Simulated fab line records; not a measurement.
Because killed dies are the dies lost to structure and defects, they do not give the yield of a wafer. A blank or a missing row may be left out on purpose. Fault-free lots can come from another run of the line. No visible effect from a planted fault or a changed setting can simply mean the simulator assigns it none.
fab line records | flow sky130
record lots=5 | wafers=15 | last_day=50
route steps=708 shown PASSIVATION@692 PAD_OPEN@694
lots with no fault: from the same line, run without faults
start_h: hours from the record's opening day to when the first of the lot's shown wafers began | wait_h: hours from the lot's prior step to this one | " unchanged from the row above | L1.1+2: a single row standing in for several wafers | - no value, or no start was given | * or withheld: withheld | < > ~ a bound
route shown NAME@n: NAME is a module with steps in the file, n the number in the route of the first one | usual: average and standard deviation across the fault-free wafers | same: alike in all rows | chamber/n: place in a boat | sites: readings site by site | _std_site: the values' standard deviation | _edge_site: the outer-site mean with the inner-site mean subtracted | radius_mm: for every site, how far away it sits from the centre of the wafer | mask NAME#n: copy n | behind: tool/chamber where the wafer was last shaped | hold: why the lot was held/for how many hours/how that ended | device: names the non-switching transistor (n, p or np) | end of line: at the end of the route, the tests of the same wafers | where a step has no rows: the recipe by itself | killed: dies that structure and defects cost at the first sort, which is not the same as the wafer's yield | map: shows each die of a wafer: x if killed, . if not, _ if none is there
set.NAME: the setting as run; set.NAME@STEP: as run at that earlier step | model.NAME: the simulator's own value behind a step, which no gauge read
lots at selected steps of the route; one table per step, one row per wafer
services: a tool's chamber out of use, with start hour (start_h, from the record's first day; less than 0 if before it), hours out, and reason
## steps
# step SKY_PASSIVATION_ETCH_11
# recipe chemistry=CF4/O2 | target_depth_nm=725 | stop_on=AlCu | source_w=800 | bias_w=150 | pressure_mtorr=150 | cf4_flow_sccm=80 | O2_flow_sccm=10 | time_s=161.1
# usual drypump_motor_current_A=5.8/0.41 | oes_product_au=0.976/0.0071 | throttle_valve_pct=5.963/0.0098
# same time_s=161.1
lot.wafer | tool        | chamber | start_h | wait_h | drypump_motor_current_A | oes_product_au | rf_hours_counter_h | throttle_valve_pct
L074.1    | rie_diel-03 | 2       | 1058.03 | -      | 5.9                     | 0.974          | 13                 | 5.965
L074.2    | "           | 0       | "       | "      | 5.5                     | 0.981          | 15                 | 5.959
L074.3    | "           | 3       | "       | "      | 5.7                     | 0.967          | 14                 | 5.956
L076.2    | rie_diel-04 | 1       | 1079.28 | -      | 5.9                     | 0.968          | 11                 | 5.968
L076.3    | "           | 0       | "       | "      | 6.3                     | 0.965          | 19                 | 5.959
L076.5    | "           | 1       | "       | "      | 5.9                     | 0.980          | -                  | 5.964
L077.1    | rie_diel-03 | 2       | 1081.78 | -      | 5.9                     | 0.970          | 14                 | 5.956
L077.2    | "           | 0       | "       | "      | 5.5                     | 0.976          | 16                 | 5.976
L077.3    | "           | 3       | "       | "      | 5.7                     | 0.970          | 15                 | 5.946
L081.1    | rie_diel-02 | 3       | 1111.71 | -      | 6.6                     | 0.966          | 9                  | 5.963
L081.2    | "           | 1       | "       | "      | 5.7                     | 0.979          | 22                 | 5.952
L081.4    | "           | 0       | "       | "      | 5.3                     | 0.976          | 19                 | 5.950
L095.1    | rie_diel-03 | 3       | 1173.37 | -      | 5.7                     | 0.979          | 19                 | 5.966
L095.4    | "           | 1       | "       | "      | 5.1                     | 0.977          | 27                 | 5.950
L095.6    | "           | 3       | "       | "      | 5.7                     | 0.973          | -                  | 5.971
# step SKY_PASSIVATION_STRIP_12
# recipe chemistry=O2/N2 | power_w=1400 | pressure_mtorr=1500 | platen_temp_c=withheld | overash_fraction=0.7 | o2_flow_sccm=3000 | n2_flow_sccm=300
# usual drypump_motor_current_A=5.9/0.38 | oes_product_au=0.661/0.0049 | strip_time_to_endpoint_s=31.49/0.14
lot.wafer | tool            | chamber | start_h | wait_h | drypump_motor_current_A | oes_product_au | rf_hours_counter_h | strip_time_to_endpoint_s
L074.1    | plasma_asher-04 | 0       | 1058.14 | 0.1    | 6.1                     | 0.670          | 32                 | 31.54
L074.2    | "               | 1       | "       | "      | 5.4                     | 0.661          | 32                 | 31.44
L074.3    | "               | 1       | "       | "      | 5.3                     | 0.665          | -                  | 31.57
L076.2    | plasma_asher-03 | 0       | 1079.39 | 0.1    | 6.5                     | 0.665          | 1                  | 31.40
L076.3    | "               | 0       | "       | "      | 6.5                     | 0.661          | -                  | 31.43
L076.5    | "               | 0       | "       | "      | 6.5                     | 0.666          | -                  | 31.31
L077.1    | plasma_asher-01 | 0       | 1081.89 | 0.1    | 5.5                     | 0.654          | 93                 | 31.43
L077.2    | "               | 1       | "       | "      | 6.2                     | 0.659          | 93                 | 31.47
L077.3    | "               | 0       | "       | "      | 5.6                     | 0.660          | -                  | 31.60
L081.1    | plasma_asher-03 | 0       | 1111.82 | 0.1    | 6.5                     | 0.662          | 4                  | 31.55
L081.2    | "               | 1       | "       | "      | 6.1                     | 0.659          | 4                  | 31.66
L081.4    | "               | 1       | "       | "      | 6.1                     | 0.657          | -                  | 31.56
L095.1    | plasma_asher-04 | 0       | 1173.48 | 0.1    | 6.0                     | 0.667          | 44                 | 31.40
L095.4    | "               | 0       | "       | "      | 6.0                     | 0.659          | -                  | 31.22
L095.6    | "               | 0       | "       | "      | 6.0                     | 0.662          | -                  | 31.41
# step SKY_PAD_OPEN_DEHYDRATE_00
# recipe temp_c=200 | time_s=60
# same time_s=60
lot.wafer  | tool           | chamber | start_h | wait_h
L074.1+2+3 | litho_track-01 | 0       | 1068.03 | 9.9
L076.2+3+5 | litho_track-04 | 0       | 1089.54 | 10.1
L077.1+2+3 | litho_track-01 | 0       | 1091.08 | 9.2
L081.1+2+4 | litho_track-04 | 0       | 1121.41 | 9.6
L095.1+4+6 | litho_track-04 | 0       | 1181.16 | 7.6
# step SKY_PAD_OPEN_HMDS_01
# recipe prime_time_s=60 | prime_temp_c=120
# usual prime_temp_c=119.99/0.13
lot.wafer | tool           | chamber | start_h | wait_h | prime_temp_c
L074.1    | litho_track-01 | 0       | 1068.18 | 0.1    | 119.82
L074.2    | "              | 0       | "       | "      | 119.83
L074.3    | "              | 0       | "       | "      | 120.07
L076.2    | litho_track-04 | 0       | 1089.69 | 0.1    | 120.05
L076.3    | "              | 0       | "       | "      | 119.97
L076.5    | "              | 0       | "       | "      | 119.80
L077.1    | litho_track-01 | 0       | 1091.23 | 0.1    | 120.26
L077.2    | "              | 0       | "       | "      | 120.00
L077.3    | "              | 0       | "       | "      | 119.99
L081.1    | litho_track-04 | 0       | 1121.56 | 0.1    | 120.06
L081.2    | "              | 0       | "       | "      | 120.20
L081.4    | "              | 0       | "       | "      | 120.20
L095.1    | litho_track-04 | 0       | 1181.31 | 0.1    | 120.07
L095.4    | "              | 0       | "       | "      | 119.99
L095.6    | "              | 0       | "       | "      | 120.22
# step SKY_PAD_OPEN_COAT_02
# recipe spin_rpm=2000 | resist_thk_nm=3000
lot.wafer  | tool           | chamber | start_h | wait_h
L074.1+2+3 | litho_track-01 | 0       | 1068.33 | 0.1
L076.2+3+5 | litho_track-04 | 0       | 1089.84 | 0.1
L077.1+2+3 | litho_track-01 | 0       | 1091.38 | 0.1
L081.1+2+4 | litho_track-04 | 0       | 1121.71 | 0.1
L095.1+4+6 | litho_track-04 | 0       | 1181.46 | 0.1
# step SKY_PAD_OPEN_SOFTBAKE_03
# recipe temp_c=110 | time_s=withheld
lot.wafer  | tool           | chamber | start_h | wait_h
L074.1+2+3 | litho_track-01 | 0       | 1068.48 | 0.1
L076.2+3+5 | litho_track-04 | 0       | 1089.99 | 0.1
L077.1+2+3 | litho_track-01 | 0       | 1091.53 | 0.1
L081.1+2+4 | litho_track-04 | 0       | 1121.86 | 0.1
L095.1+4+6 | litho_track-04 | 0       | 1181.61 | 0.1
# step SKY_PAD_OPEN_EXPOSE_04
# recipe mask_id=PDM | target_cd_nm=60000 | na=0.57 | dose_mj=260
lot.wafer  | tool             | chamber | start_h | wait_h | mask
L074.1+2+3 | iline_stepper-02 | 0       | -       | -      | PDM#0
L076.2+3+5 | iline_stepper-02 | 0       | -       | -      | PDM#0
L077.1+2+3 | iline_stepper-01 | 0       | -       | -      | PDM#0
L081.1+2+4 | iline_stepper-02 | 0       | -       | -      | PDM#0
L095.1+4+6 | iline_stepper-01 | 0       | -       | -      | PDM#0
# step SKY_PAD_OPEN_PEB_05
# recipe temp_c=115 | time_s=withheld
lot.wafer  | tool           | chamber | start_h | wait_h
L074.1+2+3 | litho_track-04 | 0       | -       | -
L076.2+3+5 | litho_track-01 | 0       | -       | -
L077.1+2+3 | litho_track-04 | 0       | -       | -
L081.1+2+4 | litho_track-02 | 0       | -       | -
L095.1+4+6 | litho_track-01 | 0       | -       | -
# step SKY_PAD_OPEN_DEVELOP_06
# recipe develop_time_s=60 | dev_temp_c=24.05
lot.wafer  | tool           | chamber | start_h | wait_h
L074.1+2+3 | litho_track-04 | 0       | -       | -
L076.2+3+5 | litho_track-01 | 0       | -       | -
L077.1+2+3 | litho_track-04 | 0       | -       | -
L081.1+2+4 | litho_track-02 | 0       | -       | -
L095.1+4+6 | litho_track-01 | 0       | -       | -
# step SKY_PAD_OPEN_ETCH_07
# recipe chemistry=CF4/O2 | target_depth_nm=725 | stop_on=AlCu | source_w=800 | bias_w=150 | pressure_mtorr=150 | cf4_flow_sccm=80 | O2_flow_sccm=10 | time_s=161.1
# usual drypump_motor_current_A=5.7/0.47 | oes_product_au=0.976/0.0078 | throttle_valve_pct=5.964/0.0088
# same time_s=161.1
lot.wafer | tool        | chamber | start_h | wait_h | drypump_motor_current_A | oes_product_au | rf_hours_counter_h | throttle_valve_pct
L074.1    | rie_diel-01 | 1       | 1079.61 | -      | 6.4                     | 0.979          | 8                  | 5.960
L074.2    | "           | 3       | "       | "      | 5.6                     | 0.987          | 25                 | 5.958
L074.3    | "           | 2       | "       | "      | 5.2                     | 0.973          | 20                 | 5.953
L076.2    | rie_diel-02 | 1       | 1100.43 | -      | 5.7                     | 0.970          | 21                 | 5.962
L076.3    | "           | 0       | "       | "      | 5.3                     | 0.958          | 19                 | 5.962
L076.5    | "           | 1       | "       | "      | 5.8                     | 0.968          | -                  | 5.961
L077.1    | rie_diel-02 | 3       | 1102.31 | -      | 6.6                     | 0.974          | 8                  | 5.976
L077.2    | "           | 2       | "       | "      | 5.8                     | 0.980          | 18                 | 5.974
L077.3    | "           | 0       | "       | "      | 5.3                     | 0.971          | 19                 | 5.967
L081.1    | rie_diel-03 | 3       | 1131.92 | -      | 5.7                     | 0.966          | 17                 | 5.955
L081.2    | "           | 1       | "       | "      | 5.1                     | 0.970          | 25                 | 5.958
L081.4    | "           | 0       | "       | "      | 5.5                     | 0.975          | -                  | 5.974
L095.1    | rie_diel-03 | 2       | 1189.68 | -      | 5.9                     | 0.970          | 18                 | 5.953
L095.4    | "           | 1       | "       | "      | 5.1                     | 0.962          | 27                 | 5.956
L095.6    | "           | 2       | "       | "      | 5.9                     | 0.992          | -                  | 5.965
# step SKY_PAD_OPEN_STRIP_08
# recipe chemistry=O2/N2 | power_w=1400 | pressure_mtorr=1500 | platen_temp_c=withheld | overash_fraction=0.7 | o2_flow_sccm=3000 | n2_flow_sccm=300
# usual drypump_motor_current_A=5.9/0.37 | oes_product_au=0.663/0.0046 | strip_time_to_endpoint_s=37.04/0.11
lot.wafer | tool            | chamber | start_h | wait_h | drypump_motor_current_A | oes_product_au | rf_hours_counter_h | strip_time_to_endpoint_s
L074.1    | plasma_asher-02 | 0       | 1079.72 | 0.1    | 5.6                     | 0.658          | 65                 | 37.28
L074.2    | "               | 1       | "       | "      | 5.6                     | 0.669          | 65                 | 37.25
L074.3    | "               | 1       | "       | "      | 5.6                     | 0.664          | -                  | 37.30
L076.2    | plasma_asher-02 | 1       | 1100.54 | 0.1    | 5.6                     | 0.659          | 67                 | 37.09
L076.3    | "               | 0       | "       | "      | 5.6                     | 0.666          | -                  | 37.06
L076.5    | "               | 1       | "       | "      | 5.5                     | 0.663          | -                  | 37.08
L077.1    | plasma_asher-03 | 1       | 1102.42 | 0.1    | 6.1                     | 0.666          | 3                  | 37.02
L077.2    | "               | 0       | "       | "      | 6.5                     | 0.667          | 3                  | 37.02
L077.3    | "               | 1       | "       | "      | 6.1                     | 0.668          | -                  | 36.99
L081.1    | plasma_asher-03 | 1       | 1132.03 | 0.1    | 6.1                     | 0.664          | 5                  | 36.97
L081.2    | "               | 0       | "       | "      | 6.5                     | 0.658          | 5                  | 37.03
L081.4    | "               | 0       | "       | "      | 6.4                     | 0.670          | -                  | 37.01
L095.1    | plasma_asher-01 | 0       | 1189.79 | 0.1    | 5.5                     | 0.661          | 104                | 37.02
L095.4    | "               | 0       | "       | "      | 5.5                     | 0.659          | -                  | 37.12
L095.6    | "               | 1       | "       | "      | 6.2                     | 0.665          | -                  | 37.07
# step SKY_PAD_OPEN_STRIP_09
# recipe chemistry=post_etch_residue_remover | time_s=1200 | temp_c=72.5
# same time_s=1200
lot.wafer  | tool         | chamber | start_h | wait_h
L074.1+2+3 | wet_bench-04 | 0       | 1079.82 | 0.1
L076.2+3+5 | wet_bench-01 | 0       | 1100.64 | 0.1
L077.1+2+3 | wet_bench-03 | 2       | 1102.52 | 0.1
L081.1+2+4 | wet_bench-04 | 0       | 1132.13 | 0.1
L095.1+4+6 | wet_bench-03 | 2       | 1189.89 | 0.1
# step SKY_PAD_OPEN_CLEAN_10
# recipe chemistry=IPA | time_s=180 | temp_c=25
# same time_s=180
lot.wafer  | tool         | chamber | start_h | wait_h
L074.1+2+3 | wet_bench-04 | 1       | 1080.16 | 0.0
L076.2+3+5 | wet_bench-03 | 0       | 1101.32 | 0.0
L077.1+2+3 | wet_bench-04 | 1       | 1102.86 | 0.0
L081.1+2+4 | wet_bench-01 | 1       | 1132.47 | 0.0
L095.1+4+6 | wet_bench-01 | 0       | 1190.23 | 0.0
# step SKY_PAD_OPEN_CLEAN_11
# recipe chemistry=O3/DIW | dry=n2_spin
lot.wafer  | tool         | chamber | start_h | wait_h
L074.1+2+3 | wet_bench-04 | 1       | 1080.22 | 0.0
L076.2+3+5 | wet_bench-01 | 2       | 1101.38 | 0.0
L077.1+2+3 | wet_bench-03 | 2       | 1102.92 | 0.0
L081.1+2+4 | wet_bench-03 | 3       | 1132.53 | 0.0
L095.1+4+6 | wet_bench-04 | 2       | 1190.29 | 0.0
# step SKY_PAD_OPEN_ANNEAL_12
# recipe temp_c=400 | time_s=withheld | ambient=N2/H2 | idle_temp_c=300 | ramp_up_c_per_min=8 | ramp_down_c_per_min=4
# usual zone_power_centre_pct=4.1/0.62
lot.wafer | tool       | chamber | start_h | wait_h | zone_power_centre_pct
L074.1    | furnace-01 | 0       | 1080.31 | 0.0    | 3.6
L074.2    | "          | 0       | "       | "      | 3.6
L074.3    | "          | 0       | "       | "      | 3.6
L076.2    | furnace-01 | 0       | 1101.56 | 0.0    | 3.6
L076.3    | "          | 0       | "       | "      | 3.6
L076.5    | "          | 0       | "       | "      | 3.6
L077.1    | furnace-01 | 0       | 1103.06 | 0.0    | 3.6
L077.2    | "          | 0       | "       | "      | 3.6
L077.3    | "          | 0       | "       | "      | 3.6
L081.1    | furnace-01 | 0       | 1132.62 | 0.0    | 3.6
L081.2    | "          | 0       | "       | "      | 3.7
L081.4    | "          | 0       | "       | "      | 3.5
L095.1    | furnace-02 | 0       | 1190.38 | 0.0    | 4.9
L095.4    | "          | 0       | "       | "      | 4.8
L095.6    | "          | 0       | "       | "      | 4.8
# step SKY_PAD_OPEN_BOW_MEAS_13
# recipe mode=bow
# usual PAD_OPEN_BOW=47/9.6
lot.wafer | tool          | chamber | start_h | wait_h | PAD_OPEN_BOW[um]
L074.1    | film_metro-04 | -       | 1081.81 | -      | 43
L074.2    | "             | -       | "       | "      | 36
L074.3    | "             | -       | "       | "      | 56
L076.2    | film_metro-02 | -       | 1103.08 | -      | 34
L076.3    | "             | -       | "       | "      | 36
L076.5    | "             | -       | "       | "      | 39
L077.1    | film_metro-04 | -       | 1104.56 | -      | 68
L077.2    | "             | -       | "       | "      | 43
L077.3    | "             | -       | "       | "      | 55
L081.1    | film_metro-04 | -       | 1134.12 | -      | 32
L081.2    | "             | -       | "       | "      | 45
L081.4    | "             | -       | "       | "      | 44
L095.1    | film_metro-03 | -       | 1191.88 | -      | 44
L095.4    | "             | -       | "       | "      | 42
L095.6    | "             | -       | "       | "      | 29
# step SKY_PAD_OPEN_PROBE_99
# usual defect_limited_yield=82.2/1.9 | killed_at_M0_to_M3=44/6.8 | killed_at_M4_up=3.1/1.8 | killed_at_contacts=25/5.2 | killed_at_front_end=15/4.1 | killed_at_other=0.3/0.62 | killed_dies=88/9.4 | killed_open=48/7.1 | killed_short=40/6.1 | sort_bin_3_pad_short=0.9/0.38 | sort_bin_5_function=10.5/1.5 | sort_bin_6_memory=6.5/1.2 | sort_bin_8_speed=0.5/0.95 | sort_n_pass=402/10 | sort_yield_pct=81.6/2
# same gross_dies=492 | killed_at_back_side=0 | sort_bin_4_leakage[%]=0
lot.wafer | tool      | chamber | start_h | wait_h | defect_limited_yield[%] | killed_at_M0_to_M3 | killed_at_M4_up | killed_at_contacts | killed_at_front_end | killed_at_other | killed_dies | killed_open | killed_short | sort_bin_3_pad_short[%] | sort_bin_5_function[%] | sort_bin_6_memory[%] | sort_bin_8_speed[%] | sort_n_pass | sort_yield_pct[%]
L074.1    | prober-02 | -       | 1081.93 | 0.1    | 80.7                    | 57                 | 1               | 24                 | 13                  | 0               | 95          | 42          | 53           | 0.8                     | 11.6                   | 6.9                  | 0.4                 | 395         | 80.3
L074.2    | prober-02 | -       | 1081.98 | 0.1    | 79.3                    | 54                 | 5               | 31                 | 12                  | 0               | 102         | 59          | 43           | 1.6                     | 11.4                   | 7.7                  | 0                   | 390         | 79.3
L074.3    | prober-02 | -       | 1082.03 | 0.2    | 82.9                    | 37                 | 2               | 25                 | 20                  | 0               | 84          | 44          | 40           | 0.4                     | 11.0                   | 5.7                  | 0.2                 | 407         | 82.7
L077.1    | prober-01 | -       | 1104.68 | 0.1    | 85.0                    | 34                 | 1               | 23                 | 15                  | 1               | 74          | 37          | 37           | 0.6                     | 9.8                    | 4.7                  | 0.2                 | 417         | 84.8
L077.2    | prober-01 | -       | 1104.73 | 0.1    | 81.5                    | 45                 | 3               | 27                 | 16                  | 0               | 91          | 47          | 43           | 1.0                     | 9.8                    | 7.7                  | 0.4                 | 399         | 81.1
L077.3    | prober-01 | -       | 1104.78 | 0.2    | 82.9                    | 42                 | 1               | 23                 | 18                  | 0               | 84          | 45          | 39           | 0.6                     | 8.7                    | 7.7                  | 1.2                 | 402         | 81.7
# killed by level:class
L074.1 VIA1:geometric_particle:open=13 VIA1:geometric_particle:short=10 CONTACT:geometric_particle:short=9 VIA2:geometric_particle:short=8 CONTACT:geometric_particle:open=7 METAL2:geometric_particle:short=7 POLY_GATE:geometric_particle:open=5 METAL1:geometric_particle:short=5
L074.2 VIA1:geometric_particle:open=19 CONTACT:geometric_particle:open=14 LI_CONTACT:geometric_particle:open=8 METAL2:geometric_particle:short=8 VIA2:geometric_particle:open=7 VIA1:geometric_particle:short=6 METAL4:geometric_particle:short=5 FIELD_ISO:geometric_particle:short=4
L074.3 CONTACT:geometric_particle:open=11 VIA1:geometric_particle:open=8 LI_CONTACT:geometric_particle:open=7 FIELD_ISO:geometric_particle:open=6 VIA1:geometric_particle:short=5 METAL2:geometric_particle:short=5 VIA3:geometric_particle:open=5 CONTACT:geometric_particle:short=4
L077.1 CONTACT:geometric_particle:open=8 LI_CONTACT:geometric_particle:open=7 VIA1:geometric_particle:open=7 METAL1:geometric_particle:short=6 FIELD_ISO:geometric_particle:short=5 POLY_GATE:geometric_particle:short=5 METAL2:geometric_particle:short=5 CONTACT:geometric_particle:short=5
L077.2 VIA1:geometric_particle:open=10 CONTACT:geometric_particle:open=9 LI_CONTACT:geometric_particle:open=7 METAL1:geometric_particle:short=7 VIA3:geometric_particle:open=7 LOCAL_INTERCONNECT:geometric_particle:short=6 VIA2:geometric_particle:open=5 POLY_GATE:geometric_particle:open=4
L077.3 VIA1:geometric_particle:open=12 CONTACT:geometric_particle:open=10 LOCAL_INTERCONNECT:geometric_particle:short=7 FIELD_ISO:geometric_particle:short=6 VIA3:geometric_particle:open=6 METAL2:geometric_particle:short=5 SPACER:geometric_particle:open=4 VIA1:geometric_particle:short=4
## services
tool             | chamber | start_h | hours | kind
plasma_asher-03  | -       | 1055.31 | 9.0   | pm
rie_diel-03      | -       | 1056.03 | 1.4   | repair
rie_diel-04      | -       | 1065.97 | 0.8   | repair
iline_stepper-02 | -       | 1079.46 | 1.7   | pm
plasma_asher-02  | -       | 1080.58 | 0.4   | repair
furnace-01       | -       | 1089.09 | 2.9   | pm
iline_stepper-01 | -       | 1092.18 | 4.4   | pm
rie_diel-02      | 2       | 1092.41 | 9.3   | repair
plasma_asher-01  | -       | 1094.15 | 0.7   | repair
furnace-02       | -       | 1097.68 | 9.7   | pm
plasma_asher-02  | -       | 1104.64 | 0.4   | repair
rie_diel-01      | 0       | 1106.14 | 17.1  | repair
rie_diel-01      | -       | 1111.45 | 15.6  | pm
rie_diel-02      | -       | 1112.06 | 0.5   | repair
plasma_asher-03  | -       | 1116.83 | 8.7   | repair
furnace-02       | -       | 1129.93 | 3.0   | pm
rie_diel-03      | 2       | 1131.44 | 6.8   | repair
iline_stepper-01 | -       | 1133.74 | 1.7   | pm
furnace-01       | -       | 1134.12 | 3.3   | pm
iline_stepper-02 | -       | 1142.08 | 12.5  | repair
plasma_asher-04  | -       | 1159.15 | 2.8   | pm
iline_stepper-01 | -       | 1162.50 | 2.1   | pm
rie_diel-01      | 3       | 1171.33 | 2.1   | repair
rie_diel-02      | 2       | 1176.87 | 20.8  | repair
## key
fault none
